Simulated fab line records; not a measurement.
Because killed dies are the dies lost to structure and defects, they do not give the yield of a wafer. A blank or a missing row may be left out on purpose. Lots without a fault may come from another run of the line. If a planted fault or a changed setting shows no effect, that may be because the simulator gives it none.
fab line records | flow sky130
record: lots: 10 wafers: 30 last_day: 50
route steps=708 shown VT_ADJUST_PCH@152 RES_PROTECT@214 POLY_GATE@232 LDD_N@245
lots that met no fault: taken from a fault-free run of the same line
start_h: start of the lot's first displayed wafer, in hours after the record's first day | wait_h: hours elapsed since this lot's preceding step | " the same as in the row above | L1.1+2: several wafers, shown together as one row | - either no value or no given start | * or withheld: withheld | < > ~ a bound
route shown NAME@n: names a module that has steps shown in the file, with the first one's number in the route | usual: mean/standard deviation of fault-free wafers | same: alike in all rows | chamber/n: place in a boat | sites: per-site readings | _std_site: their standard deviation | _edge_site: inner sites' mean taken away from outer sites' mean | radius_mm: for every site, how far away it sits from the centre of the wafer | mask NAME#n: copy n | behind: the last tool/chamber to shape the wafer | hold: the reason the lot was held/the length of the hold in hours/how it ended | device: names the non-switching transistor (n, p or np) | end of line: the tests these same wafers got at the end of their route | where a step has no rows: the recipe by itself | killed: count of dies lost to structure and defects at first sort (not the wafer's yield) | map: shows each die of a wafer: x if killed, . if not, _ if none is there
set.NAME: the setting that was run; set.NAME@STEP: the one run at that earlier step | model.NAME: the simulator's own value behind a step, which no gauge read
steps of the route over a sample of lots; a table a step, a row a wafer
services: from which hour (start_h, from the record's first day; less than 0 if before it) a tool's chamber was out of use, for how many hours, and why
== steps ==
step: SKY_VT_ADJUST_PCH_STRIP_09
recipe: chemistry: O2/N2 power_w: 1400 pressure_mtorr: 1500 platen_temp_c: withheld o2_flow_sccm: 3000 n2_flow_sccm: 300 overash_fraction: 0.5
usual: drypump_motor_current_A: 5.60/0.28 oes_product_au: 0.723/0.0045 strip_time_to_endpoint_s: 36.87/0.1
columns lot.wafer tool chamber start_h wait_h drypump_motor_current_A oes_product_au rf_hours_counter_h strip_time_to_endpoint_s
L930.1 plasma_asher-01 0 244.27 0.1 5.57 0.724 56 36.92
L930.4 " 1 " " 5.39 0.714 - 36.81
L930.5 " 0 " " 5.52 0.722 - 36.96
L932.1 plasma_asher-04 0 252.83 0.1 6.09 0.718 13 36.88
L932.3 " 1 " " 5.72 0.721 - 36.95
L932.4 " 0 " " 6.08 0.730 - 36.90
L934.1 plasma_asher-01 1 273.10 0.1 5.37 0.720 59 36.90
L934.3 " 1 " " 5.42 0.725 - 36.89
L934.5 " 1 " " 5.41 0.724 - 36.84
L938.1 plasma_asher-03 0 299.38 0.1 5.20 0.713 61 37.02
L938.3 " 1 " " 5.89 0.731 - 36.95
L938.4 " 0 " " 5.19 0.724 - 36.95
L939.3 plasma_asher-01 0 304.75 0.1 5.54 0.726 - 36.83
L939.4 " 1 " " 5.39 0.720 - 36.83
L939.5 " 1 " " 5.42 0.718 - 36.82
L944.2 plasma_asher-03 1 343.27 0.1 5.90 0.721 66 36.86
L944.3 " 1 " " 5.89 0.728 - 36.84
L944.4 " 0 " " 5.22 0.722 - 36.88
L947.3 plasma_asher-01 0 382.23 0.1 5.57 0.724 - 36.71
L947.5 " 0 " " 5.55 0.721 - 36.72
L947.6 " 1 " " 5.39 0.719 - 36.82
L949.1 plasma_asher-01 0 387.82 0.1 5.49 0.724 70 37.09
L949.2 " 1 " " 5.42 0.729 70 36.89
L949.3 " 1 " " 5.41 0.721 - 36.89
L950.2 plasma_asher-04 1 393.43 0.1 5.72 0.729 25 36.95
L950.3 " 1 " " 5.73 0.724 - 36.86
L950.6 " 1 " " 5.74 0.726 - 36.99
L951.2 plasma_asher-04 1 405.27 0.1 5.71 0.723 27 36.79
L951.4 " 1 " " 5.66 0.728 - 36.84
L951.6 " 0 " " 6.12 0.721 - 36.78
step: SKY_RES_PROTECT_STRIP_07
recipe: chemistry: O2/N2 power_w: 1400 pressure_mtorr: 1500 platen_temp_c: withheld o2_flow_sccm: 3000 n2_flow_sccm: 300 overash_fraction: 0.5
usual: drypump_motor_current_A: 5.53/0.24 oes_product_au: 0.517/0.0043 strip_time_to_endpoint_s: 23.28/0.033
columns lot.wafer tool chamber start_h wait_h drypump_motor_current_A oes_product_au rf_hours_counter_h strip_time_to_endpoint_s
L930.1 plasma_asher-01 0 359.63 0.1 5.54 0.524 67 23.32
L930.4 " 0 " " 5.57 0.516 - 23.29
L930.5 " 1 " " 5.41 0.514 - 23.34
L932.1 plasma_asher-01 0 369.48 0.1 5.56 0.513 68 23.29
L932.3 " 0 " " 5.57 0.513 - 23.28
L932.4 " 1 " " 5.39 0.517 - 23.30
L934.1 plasma_asher-03 1 390.80 0.1 5.92 0.513 71 23.33
L934.3 " 0 " " 5.18 0.517 - 23.33
L934.5 " 0 " " 5.19 0.521 - 23.32
L938.1 plasma_asher-02 1 421.28 0.1 5.73 0.512 59 23.25
L938.3 " 1 " " 5.71 0.517 - 23.24
L938.4 " 0 " " 5.37 0.517 - 23.21
L939.3 plasma_asher-02 0 430.15 0.1 5.36 0.521 - 23.29
L939.4 " 1 " " 5.71 0.524 - 23.26
L939.5 " 0 " " 5.37 0.515 - 23.28
L944.2 plasma_asher-03 0 489.80 0.1 5.21 0.518 6 23.33
L944.3 " 0 " " 5.20 0.522 - 23.30
L944.4 " 1 " " 5.93 0.521 - 23.32
L947.3 plasma_asher-01 1 513.83 0.1 5.41 0.518 - 23.24
L947.5 " 1 " " 5.39 0.515 - 23.27
L947.6 " 0 " " 5.53 0.516 - 23.27
L949.1 plasma_asher-03 1 518.58 0.1 5.91 0.517 9 23.23
L949.2 " 0 " " 5.20 0.524 9 23.26
L949.3 " 0 " " 5.23 0.517 - 23.25
L950.2 plasma_asher-02 1 524.70 0.1 5.74 0.514 72 23.25
L950.3 " 1 " " 5.75 0.516 - 23.24
L950.6 " 0 " " 5.39 0.512 - 23.27
L951.2 plasma_asher-01 1 537.93 0.1 5.43 0.516 83 23.27
L951.4 " 0 " " 5.48 0.518 - 23.24
L951.6 " 1 " " 5.44 0.520 - 23.27
step: SKY_POLY_GATE_STRIP_18
recipe: chemistry: O2/N2 power_w: 1400 pressure_mtorr: 1500 platen_temp_c: withheld o2_flow_sccm: 3000 n2_flow_sccm: 300 overash_fraction: 0.5
usual: drypump_motor_current_A: 5.70/0.3 oes_product_au: 0.361/0.0048 strip_time_to_endpoint_s: 3.18/0.045
columns lot.wafer tool chamber start_h wait_h drypump_motor_current_A oes_product_au rf_hours_counter_h strip_time_to_endpoint_s
L930.1 plasma_asher-01 0 390.74 0.0 5.54 0.366 70 3.30
L930.4 " 0 " " 5.53 0.356 - 3.24
L930.5 " 0 " " 5.52 0.373 - 3.32
L932.1 plasma_asher-04 1 418.12 0.0 5.72 0.362 27 3.19
L932.3 " 0 " " 6.09 0.360 - 3.17
L932.4 " 1 " " 5.79 0.361 - 3.17
L934.1 plasma_asher-04 0 424.77 0.4 6.12 0.362 28 3.17
L934.3 " 0 " " 6.13 0.359 - 3.15
L934.5 " 1 " " 5.70 0.356 - 3.20
L938.1 plasma_asher-01 0 453.44 0.0 5.50 0.353 74 3.17
L938.3 " 0 " " 5.57 0.370 - 3.18
L938.4 " 1 " " 5.38 0.357 - 3.12
L939.3 plasma_asher-04 0 462.75 0.1 6.08 0.361 - 3.15
L939.4 " 1 " " 5.71 0.368 - 3.14
L939.5 " 0 " " 6.07 0.368 - 3.16
L944.2 plasma_asher-04 0 522.14 0.0 6.06 0.355 38 3.15
L944.3 " 0 " " 6.07 0.365 - 3.08
L944.4 " 1 " " 5.69 0.361 - 3.19
L947.3 plasma_asher-01 1 545.98 0.1 5.44 0.358 - 3.20
L947.5 " 0 " " 5.53 0.358 - 3.22
L947.6 " 1 " " 5.39 0.361 - 3.18
L949.1 plasma_asher-04 0 551.29 0.0 6.09 0.364 41 3.23
L949.2 " 1 " " 5.71 0.363 41 3.22
L949.3 " 0 " " 6.12 0.354 - 3.20
L950.2 plasma_asher-03 0 556.79 0.0 5.22 0.362 13 3.21
L950.3 " 0 " " 5.21 0.363 - 3.23
L950.6 " 1 " " 5.88 0.357 - 3.18
L951.2 plasma_asher-04 1 569.64 0.0 5.69 0.355 42 3.15
L951.4 " 0 " " 6.11 0.367 - 3.23
L951.6 " 1 " " 5.70 0.362 - 3.27
step: SKY_LDD_N_IMPLANT_08
recipe: species: As energy_kev: 20 dose_cm2: 7.5e+13 tilt_deg: withheld rotation_deg: 23
usual: beam_on_s: 9.99/0.18 dose_ions_cm2: 7.5e+13/7.1e+10 faraday_current_uA: 423/7.7
columns lot.wafer tool chamber start_h wait_h beam_on_s dose_ions_cm2 faraday_current_uA
L930.1 implanter-01 0 424.78 0.0 9.85 7.507e+13 430
L930.4 " 0 " " 9.65 7.512e+13 435
L930.5 " 0 " " 9.90 7.503e+13 429
L932.1 implanter-01 0 450.36 0.0 9.59 7.493e+13 439
L932.3 " 0 " " 9.90 7.512e+13 425
L932.4 " 0 " " 9.96 7.499e+13 423
L934.1 implanter-01 0 458.62 0.0 9.96 7.5e+13 424
L934.3 " 0 " " 10.19 7.495e+13 413
L934.5 " 0 " " 10.20 7.491e+13 416
L938.1 implanter-02 0 485.63 0.0 10.11 7.508e+13 418
L938.3 " 0 " " 10.00 7.495e+13 423
L938.4 " 0 " " 9.86 7.507e+13 428
L939.3 implanter-03 0 493.97 0.1 10.08 7.491e+13 420
L939.4 " 0 " " 9.89 7.487e+13 427
L939.5 " 0 " " 9.73 7.506e+13 433
L944.2 implanter-01 0 553.99 0.0 58.88 5.8058e+14 555
L944.3 " 0 " " 57.81 5.8044e+14 568
L944.4 " 0 " " 58.40 5.8051e+14 562
L947.3 implanter-01 0 576.96 0.1 59.31 5.8049e+14 551
L947.5 " 0 " " 58.55 5.8057e+14 557
L947.6 " 0 " " 60.26 5.8044e+14 540
L949.1 implanter-03 0 582.68 0.0 9.70 7.505e+13 435
L949.2 " 0 " " 9.92 7.499e+13 425
L949.3 " 0 " " 9.79 7.497e+13 432
L950.2 implanter-02 0 587.09 0.0 10.05 7.501e+13 418
L950.3 " 0 " " 10.23 7.496e+13 412
L950.6 " 0 " " 10.07 7.495e+13 417
L951.2 implanter-02 0 600.19 0.0 9.56 7.504e+13 443
L951.4 " 0 " " 9.75 7.49e+13 434
L951.6 " 0 " " 9.83 7.508e+13 430
step: SKY_LDD_N_STRIP_16
recipe: chemistry: O2/N2 power_w: 1400 pressure_mtorr: 1500 platen_temp_c: withheld o2_flow_sccm: 3000 n2_flow_sccm: 300 overash_fraction: 0.5
usual: drypump_motor_current_A: 5.7/0.31 oes_product_au: 0.406/0.0048 strip_time_to_endpoint_s: 4.314/0.017
columns lot.wafer tool chamber start_h wait_h drypump_motor_current_A oes_product_au rf_hours_counter_h strip_time_to_endpoint_s
L930.1 plasma_asher-02 0 425.98 0.1 5.4 0.401 61 4.300
L930.4 " 0 " " 5.4 0.405 - 4.301
L930.5 " 1 " " 5.7 0.402 - 4.300
L932.1 plasma_asher-03 0 451.56 0.1 5.2 0.400 2 4.290
L932.3 " 0 " " 5.2 0.405 - 4.279
L932.4 " 1 " " 5.9 0.407 - 4.291
L934.1 plasma_asher-02 0 459.82 0.1 5.4 0.396 65 4.282
L934.3 " 0 " " 5.4 0.408 - 4.296
L934.5 " 0 " " 5.4 0.403 - 4.300
L938.1 plasma_asher-02 0 486.83 0.1 5.4 0.404 68 4.344
L938.3 " 1 " " 5.7 0.407 - 4.342
L938.4 " 0 " " 5.4 0.404 - 4.333
L939.3 plasma_asher-03 0 495.15 0.1 5.2 0.396 - 4.306
L939.4 " 1 " " 5.9 0.412 - 4.296
L939.5 " 1 " " 5.9 0.403 - 4.319
L944.2 plasma_asher-03 0 555.16 0.1 5.2 0.400 13 5.460
L944.3 " 0 " " 5.2 0.401 - 5.446
L944.4 " 1 " " 5.9 0.406 - 5.449
L947.3 plasma_asher-03 0 578.15 0.1 5.2 0.399 - 5.475
L947.5 " 0 " " 5.2 0.404 - 5.472
L947.6 " 1 " " 5.9 0.397 - 5.448
L949.1 plasma_asher-03 1 583.88 0.1 5.9 0.414 16 4.335
L949.2 " 0 " " 5.2 0.395 16 4.329
L949.3 " 0 " " 5.2 0.411 - 4.326
L950.2 plasma_asher-02 0 588.26 0.1 5.4 0.408 79 4.298
L950.3 " 0 " " 5.4 0.404 - 4.290
L950.6 " 1 " " 5.7 0.405 - 4.290
L951.2 plasma_asher-03 0 601.36 0.1 5.2 0.406 17 4.323
L951.4 " 1 " " 5.9 0.409 - 4.327
L951.6 " 1 " " 5.9 0.407 - 4.308
step: SKY_LDD_N_TW_MEAS_17
usual: LDD_N_TW: 2564/20
columns lot.wafer tool chamber start_h wait_h LDD_N_TW
L930.1 film_metro-01 - 426.08 0.1 2560
L930.4 " - " " 2572
L930.5 " - " " 2571
L932.1 film_metro-01 - 451.66 0.1 2586
L932.3 " - " " 2584
L932.4 " - " " 2595
L934.1 film_metro-04 - 459.92 0.1 2559
L934.3 " - " " 2554
L934.5 " - " " 2549
L938.1 film_metro-03 - 486.93 0.1 2564
L938.3 " - " " 2586
L938.4 " - " " 2586
L939.3 film_metro-04 - 495.24 0.1 2528
L939.4 " - " " 2533
L939.5 " - " " 2530
L944.2 film_metro-04 - 555.27 0.1 2933
L944.3 " - " " 2927
L944.4 " - " " 2947
L947.3 film_metro-04 - 578.23 0.1 2893
L947.5 " - " " 2915
L947.6 " - " " 2894
L949.1 film_metro-04 - 583.98 0.1 2521
L949.2 " - " " 2539
L949.3 " - " " 2543
L950.2 film_metro-01 - 588.37 0.1 2568
L950.3 " - " " 2567
L950.6 " - " " 2573
L951.2 film_metro-01 - 601.47 0.1 2572
L951.4 " - " " 2571
L951.6 " - " " 2562
== services ==
columns tool chamber start_h hours kind
implanter-01 - 228.37 2.1 repair
implanter-02 - 232.71 3.6 repair
implanter-02 - 241.59 2.6 repair
implanter-01 - 249.40 2.1 repair
implanter-03 - 259.18 1.1 repair
implanter-01 - 274.72 5.3 pm
implanter-03 - 295.41 3.6 repair
plasma_asher-01 - 296.79 3.3 repair
implanter-01 - 299.72 2.3 repair
implanter-01 - 305.63 2.4 pm
plasma_asher-04 - 308.16 14.6 pm
implanter-03 - 394.13 3.3 pm
implanter-03 - 397.44 3.9 pm
plasma_asher-04 - 397.59 2.8 pm
implanter-03 - 399.81 1.3 repair
implanter-02 - 413.60 3.1 repair
plasma_asher-04 - 419.93 4.8 repair
plasma_asher-03 - 421.25 9.0 pm
plasma_asher-01 - 423.35 21.8 repair
plasma_asher-04 - 499.83 2.5 repair
implanter-02 - 518.20 5.5 pm
implanter-02 - 551.62 3.7 repair
plasma_asher-01 - 563.99 1.2 repair
implanter-02 - 591.23 4.8 repair
== key ==
first_sign: step: SKY_LDD_N_IMPLANT_08 reading: dose_ions_cm2 direction: up sigmas: 99+ usual: * struck: *
effect: step: SKY_LDD_N_IMPLANT_08 reading: beam_on_s direction: up sigmas: 99+ usual: 9.99 struck: 58.87
effect: step: SKY_LDD_N_STRIP_16 reading: strip_time_to_endpoint_s direction: up sigmas: 67 usual: * struck: *
effect: step: SKY_LDD_N_TW_MEAS_17 reading: LDD_N_TW direction: up sigmas: 17 usual: 2564 struck: 2918
met_at SKY_LDD_N_IMPLANT_08
struck_lots L944,L947
tester_left_out L944,L947
not_acting_at SKY_VT_ADJUST_PCH_STRIP_09,SKY_RES_PROTECT_STRIP_07,SKY_POLY_GATE_STRIP_18
onset_between 458.62 553.99
fault: kind: process_parameter_drift tool: implanter-01 chamber: - onset_h: 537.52 steps: SKY_LDD_N_IMPLANT_08 channel: dose_cm2 offset: * shape: step end_h: 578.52 acts_in: * stated: *
tester_left_out: of these lots the tester's yield and bins aren't shown, on N5 and GAA mostly nor the transistor test; their killed dies are dies lost to structure and defects alone, not to doping, threshold or leakage, so they don't give the yield
